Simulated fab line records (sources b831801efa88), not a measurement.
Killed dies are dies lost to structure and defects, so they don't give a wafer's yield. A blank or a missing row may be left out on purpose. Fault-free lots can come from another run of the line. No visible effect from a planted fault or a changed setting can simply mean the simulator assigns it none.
fab line records	flow gf180mcu
record lots=11	wafers=33	lastDay=34
route steps=602 shown V4@502 V5@541
lots with no fault: from the same line, run without faults
startH: start of the lot's first displayed wafer, in hours after the record's first day	waitH: how many hours have passed since the lot's step before this one	" same as the row above	L1.1+2: a single row standing in for several wafers	- no value present, or no start provided	* or withheld: withheld	< > ~ a bound
route shown NAME@n: a module of which the file shows steps, and the number in the route of the first	usual: mean and standard deviation over wafers with no fault	same: alike in all rows	chamber/n: place in a boat	sites: readings site by site	_std_site: the values' standard deviation	_edge_site: the outer-site mean with the inner-site mean subtracted	radiusMm: how far each site lies from the wafer's centre	mask NAME#n: copy n	behind: the last tool/chamber to shape the wafer	hold: what put the lot on hold/how long, in hours/how the hold closed	device: the n, p or np transistor that did not switch	end of line: the route-end tests of the same wafers	step lacking rows: just its recipe	killed: at the first sort, the dies lost to defects and structure; wafer yield is something else	map: a wafer's dies, marking killed ones x, the rest . and places with no die _
set.NAME: the run value of the setting; set.NAME@STEP: its run value at that earlier step	model.NAME: the simulator's own value behind a step, which no gauge read
one table for each step of the route and one row for each wafer, over a sample of lots
services: a tool's chamber out of use, with start hour (startH, from the record's first day; less than 0 if before it), hours out, and reason
## steps
# step GF_V4_CMP_26
# recipe stopOn=SiO2	downForcePsi=3.5	platenRpm=60	tOverpolishS=15	targetThkNm=0	padVelocityMS=0.94248
# usual motorCurrentA=11.0/1	overpolishRunS=15.000/0.0094	timeToEndpointS=83/4.5
lot.wafer	tool	chamber	startH	waitH	motorCurrentA	overpolishRunS	timeToEndpointS
L358.2	cmp-01	0	559.97	0.2	11.6	15.006	88
L358.4	"	1	"	"	10.0	15.010	85
L358.6	"	2	"	"	10.9	14.996	90
L359.4	cmp-02	2	569.86	0.1	12.0	14.991	84
L359.2	"	3	"	"	11.3	14.995	86
L359.6	"	0	"	"	11.9	14.999	83
L360.1	cmp-01	3	585.86	0.1	9.7	15.006	83
L360.2	"	0	"	"	11.9	14.983	83
L360.3	"	2	"	"	10.6	14.988	90
L363.1	cmp-02	2	616.23	0.2	11.4	15.013	78
L363.6	"	3	"	"	11.4	14.994	85
L363.5	"	0	"	"	11.8	14.985	80
L364.4	cmp-01	1	625.94	0.0	9.6	14.995	83
L364.1	"	3	"	"	9.6	15.008	80
L364.6	"	1	"	"	9.3	15.009	83
L366.4	cmp-01	0	646.62	0.0	11.4	14.993	88
L366.2	"	3	"	"	9.7	14.984	85
L366.5	"	0	"	"	12.0	15.000	86
L370.4	cmp-01	0	673.50	0.2	11.4	14.980	86
L370.6	"	1	"	"	9.4	14.993	84
L370.5	"	2	"	"	11.3	15.012	90
L377.2	cmp-02	2	710.33	0.0	12.4	14.987	81
L377.4	"	3	"	"	11.4	14.982	82
L377.1	"	1	"	"	11.5	14.990	79
L376.1	cmp-02	1	714.88	0.1	11.9	14.991	80
L376.2	"	2	"	"	11.7	14.987	78
L376.5	"	2	"	"	12.0	15.009	79
L378.4	cmp-01	2	714.96	0.0	10.9	14.996	90
L378.5	"	2	"	"	10.6	15.005	88
L378.6	"	3	"	"	9.9	15.005	82
L380.4	cmp-01	0	729.48	0.1	11.4	15.007	88
L380.2	"	1	"	"	9.1	15.008	84
L380.5	"	3	"	"	10.3	14.997	85
# step GF_V5_THK_MEAS_01
# recipe reads=SiO2_of_V5_CVD_00
# usual V5_CVD_00_THK=299.8/2.6
lot.wafer	tool	chamber	startH	waitH	V5_CVD_00_THK[nm]
L358.2	filmMetro-01	-	605.33	0.0	302.5
L358.4	"	-	"	"	298.6
L358.6	"	-	"	"	299.1
L359.2	filmMetro-02	-	614.62	0.0	303.3
L359.4	"	-	"	"	303.4
L359.6	"	-	"	"	302.3
L360.1	filmMetro-02	-	629.76	0.0	300.4
L360.2	"	-	"	"	298.3
L360.3	"	-	"	"	299.7
L363.1	filmMetro-04	-	657.59	0.0	299.2
L363.5	"	-	"	"	296.9
L363.6	"	-	"	"	299.3
L364.1	filmMetro-02	-	666.99	0.0	300.6
L364.4	"	-	"	"	301.2
L364.6	"	-	"	"	299.3
L366.2	filmMetro-02	-	685.90	0.0	295.1
L366.4	"	-	"	"	302.2
L366.5	"	-	"	"	297.9
L370.4	filmMetro-01	-	711.94	0.0	298.4
L370.5	"	-	"	"	300.4
L370.6	"	-	"	"	297.6
L377.1	filmMetro-02	-	747.70	0.0	295.8
L377.2	"	-	"	"	302.8
L377.4	"	-	"	"	296.4
L376.1	filmMetro-01	-	751.16	0.0	300.4
L376.2	"	-	"	"	305.0
L376.5	"	-	"	"	303.5
L378.4	filmMetro-01	-	752.14	0.0	298.1
L378.5	"	-	"	"	300.3
L378.6	"	-	"	"	299.9
L380.2	filmMetro-02	-	764.92	0.0	298.2
L380.4	"	-	"	"	301.8
L380.5	"	-	"	"	299.1
# step GF_V5_OVL_MEAS_15
# usual V5_OVL=4/6.1
lot.wafer	tool	chamber	startH	waitH	V5_OVL[nm]
L358.2	overlay-01	-	626.71	0.1	-2
L358.4	"	-	"	"	-5
L358.6	"	-	"	"	-4
L359.2	overlay-02	-	635.50	0.1	3
L359.4	"	-	"	"	9
L359.6	"	-	"	"	3
L360.1	overlay-02	-	650.49	0.1	5
L360.2	"	-	"	"	10
L360.3	"	-	"	"	13
L363.1	overlay-01	-	677.84	0.1	5
L363.5	"	-	"	"	11
L363.6	"	-	"	"	18
L364.1	overlay-01	-	686.59	0.1	4
L364.4	"	-	"	"	3
L364.6	"	-	"	"	8
L366.2	overlay-02	-	704.65	0.1	0
L366.4	"	-	"	"	1
L366.5	"	-	"	"	0
L370.4	overlay-02	-	730.25	0.1	9
L370.5	"	-	"	"	8
L370.6	"	-	"	"	-1
L377.1	overlay-01	-	765.44	0.1	0
L377.2	"	-	"	"	-3
L377.4	"	-	"	"	-1
L376.1	overlay-01	-	768.65	0.1	-11
L376.2	"	-	"	"	4
L376.5	"	-	"	"	-7
L378.4	overlay-02	-	769.81	0.1	-7
L378.5	"	-	"	"	2
L378.6	"	-	"	"	0
L380.2	overlay-01	-	781.80	0.1	0
L380.4	"	-	"	"	3
L380.5	"	-	"	"	0
# step GF_V5_CVD_23
# recipe material=W	targetThkNm=350	timeS=104.9	tempC=400	pressureTorr=40
# usual heaterPowerW=910/95
lot.wafer	tool	chamber	startH	waitH	heaterPowerW
L358.2	cvdW-01	1	627.53	0.0	874
L358.4	"	1	"	"	871
L358.6	"	1	"	"	882
L359.2	cvdW-02	0	636.32	0.0	745
L359.4	"	0	"	"	760
L359.6	"	1	"	"	1003
L360.1	cvdW-02	1	651.32	0.0	1019
L360.2	"	0	"	"	744
L360.3	"	0	"	"	743
L363.1	cvdW-02	0	678.67	0.0	713
L363.5	"	0	"	"	762
L363.6	"	1	"	"	1007
L364.1	cvdW-01	1	687.42	0.0	890
L364.4	"	1	"	"	889
L364.6	"	0	"	"	977
L366.2	cvdW-02	0	705.47	0.0	729
L366.4	"	1	"	"	1020
L366.5	"	0	"	"	763
L370.4	cvdW-01	1	731.22	0.1	885
L370.5	"	1	"	"	877
L370.6	"	0	"	"	960
L377.1	cvdW-02	0	766.30	0.0	756
L377.2	"	1	"	"	1042
L377.4	"	0	"	"	758
L376.1	cvdW-02	0	769.47	0.0	732
L376.2	"	1	"	"	1014
L376.5	"	1	"	"	1008
L378.4	cvdW-01	1	770.65	0.1	890
L378.5	"	1	"	"	915
L378.6	"	0	"	"	995
L380.2	cvdW-01	0	782.61	0.0	967
L380.4	"	1	"	"	892
L380.5	"	1	"	"	870
# step GF_V5_RS_MEAS_24
# recipe thkMeasGauge=four-point-probe	reads=W_of_V5_CVD_23+TiN_of_V5_SPUTTER_22+Ti_of_V5_SPUTTER_21
# usual V5_W_RS=0.331/0.0033
lot.wafer	tool	chamber	startH	waitH	V5_W_RS[ohm/sq]
L358.2	filmMetro-04	-	627.66	0.1	0.327
L358.4	"	-	"	"	0.326
L358.6	"	-	"	"	0.327
L359.2	filmMetro-04	-	636.45	0.1	0.326
L359.4	"	-	"	"	0.329
L359.6	"	-	"	"	0.329
L360.1	filmMetro-01	-	651.44	0.1	0.329
L360.2	"	-	"	"	0.332
L360.3	"	-	"	"	0.331
L363.1	filmMetro-01	-	678.78	0.1	0.328
L363.5	"	-	"	"	0.330
L363.6	"	-	"	"	0.582
L364.1	filmMetro-01	-	687.53	0.1	0.329
L364.4	"	-	"	"	0.330
L364.6	"	-	"	"	0.327
L366.2	filmMetro-01	-	705.60	0.1	0.330
L366.4	"	-	"	"	0.589
L366.5	"	-	"	"	0.326
L370.4	filmMetro-04	-	731.35	0.1	0.333
L370.5	"	-	"	"	0.329
L370.6	"	-	"	"	0.327
L377.1	filmMetro-04	-	766.41	0.1	0.333
L377.2	"	-	"	"	0.331
L377.4	"	-	"	"	0.333
L376.1	filmMetro-02	-	769.58	0.1	0.332
L376.2	"	-	"	"	0.332
L376.5	"	-	"	"	0.335
L378.4	filmMetro-01	-	770.79	0.1	0.329
L378.5	"	-	"	"	0.336
L378.6	"	-	"	"	0.335
L380.2	filmMetro-04	-	782.75	0.1	0.332
L380.4	"	-	"	"	0.332
L380.5	"	-	"	"	0.336
# step GF_V5_THK_MEAS_25
# recipe thkMeasGauge=xrf	reads=W_of_V5_CVD_23
# usual V5_W_THK=340/4
lot.wafer	tool	chamber	startH	waitH	V5_W_THK[nm]
L358.2	filmMetro-04	-	627.77	0.1	343
L358.4	"	-	"	"	342
L358.6	"	-	"	"	344
L359.2	filmMetro-04	-	636.56	0.1	345
L359.4	"	-	"	"	342
L359.6	"	-	"	"	342
L360.1	filmMetro-01	-	651.56	0.1	344
L360.2	"	-	"	"	342
L360.3	"	-	"	"	343
L363.1	filmMetro-01	-	678.90	0.1	344
L363.5	"	-	"	"	343
L363.6	"	-	"	"	195
L364.1	filmMetro-01	-	687.65	0.1	343
L364.4	"	-	"	"	343
L364.6	"	-	"	"	344
L366.2	filmMetro-01	-	705.71	0.1	343
L366.4	"	-	"	"	194
L366.5	"	-	"	"	347
L370.4	filmMetro-04	-	731.44	0.1	339
L370.5	"	-	"	"	343
L370.6	"	-	"	"	345
L377.1	filmMetro-04	-	766.53	0.1	337
L377.2	"	-	"	"	339
L377.4	"	-	"	"	335
L376.1	filmMetro-02	-	769.70	0.1	337
L376.2	"	-	"	"	338
L376.5	"	-	"	"	337
L378.4	filmMetro-01	-	770.88	0.1	345
L378.5	"	-	"	"	338
L378.6	"	-	"	"	340
L380.2	filmMetro-04	-	782.86	0.1	337
L380.4	"	-	"	"	337
L380.5	"	-	"	"	336
# step GF_V5_CMP_26
# recipe stopOn=SiO2	downForcePsi=3.5	platenRpm=60	tOverpolishS=15	targetThkNm=0	padVelocityMS=0.94248
# usual motorCurrentA=10.9/0.94	timeToEndpointS=82/4.3
lot.wafer	tool	chamber	startH	waitH	motorCurrentA	timeToEndpointS
L358.4	cmp-01	3	627.82	0.0	10.2	85
L358.2	"	0	"	"	11.1	88
L358.6	"	0	"	"	11.2	86
L359.4	cmp-01	0	636.66	0.1	10.6	85
L359.2	"	2	"	"	11.1	88
L359.6	"	3	"	"	9.9	83
L360.1	cmp-01	0	651.62	0.1	11.8	83
L360.2	"	1	"	"	9.9	80
L360.3	"	2	"	"	10.7	86
L363.1	cmp-01	1	679.11	0.2	9.1	86
L363.5	"	2	"	"	11.2	95
L363.6	"	3	"	"	10.0	53
L364.4	cmp-01	1	687.71	0.0	9.8	85
L364.1	"	3	"	"	9.3	83
L364.6	"	1	"	"	9.8	86
L366.2	cmp-01	2	705.76	0.0	10.8	91
L366.4	"	0	"	"	11.4	47
L366.5	"	3	"	"	10.2	80
L370.4	cmp-02	0	731.62	0.2	12.2	78
L370.6	"	1	"	"	11.5	81
L370.5	"	2	"	"	11.7	80
L377.4	cmp-01	3	766.59	0.0	9.7	79
L377.2	"	1	"	"	9.1	79
L377.1	"	2	"	"	10.6	87
L376.2	cmp-02	3	769.81	0.1	11.7	89
L376.1	"	2	"	"	11.9	81
L376.5	"	0	"	"	11.7	82
L378.4	cmp-02	3	770.99	0.1	11.3	84
L378.6	"	3	"	"	11.2	82
L378.5	"	0	"	"	11.7	76
L380.2	cmp-01	2	782.96	0.1	11.1	85
L380.4	"	3	"	"	9.7	78
L380.5	"	2	"	"	11.2	87
## services
tool	chamber	startH	hours	kind
cmp-02	-	572.00	4.0	pm
cmp-02	-	576.00	-	consumableReplace:conditioner
cmp-02	-	576.00	-	consumableReplace:pad
cmp-02	-	576.00	3.5	pm
cmp-01	-	597.70	6.1	pm
cmp-02	-	618.41	4.5	pm
cmp-02	-	643.33	0.4	repair
cvdW-02	-	655.13	0.9	repair
cmp-02	-	657.66	1.4	repair
cmp-02	-	660.83	10.1	repair
cvdW-02	0	672.30	3.4	repair
cmp-02	-	676.42	0.6	repair
cmp-01	-	740.89	3.9	repair
cmp-01	-	744.83	4.0	pm
cmp-01	-	748.83	-	consumableReplace:conditioner
cmp-01	-	748.83	-	consumableReplace:pad
cvdW-01	1	774.62	2.4	repair
cvdW-02	-	782.21	8.4	repair
## key
firstSign step=GF_V5_RS_MEAS_24	reading=V5_W_RS	direction=up	sigmas=78	usual=0.331	struck=0.585
effect step=GF_V5_THK_MEAS_25	reading=V5_W_THK	direction=down	sigmas=36	usual=340	struck=194
effect step=GF_V5_CMP_26	reading=timeToEndpointS	direction=down	sigmas=7.6	usual=*	struck=*
metAt GF_V5_CVD_23
struckLots L363,L366
struckWafers L363.6,L366.4
notActingAt GF_V4_CMP_26,GF_V5_THK_MEAS_01,GF_V5_OVL_MEAS_15
onsetBetween 651.32 678.67
fault kind=processParameterDrift	tool=cvdW-02	chamber=1	onsetH=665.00	steps=GF_V5_CVD_23	channel=targetThkNm	offset=-152.27	shape=step	endH=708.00	actsIn=theseRecipesOnly	stated=350
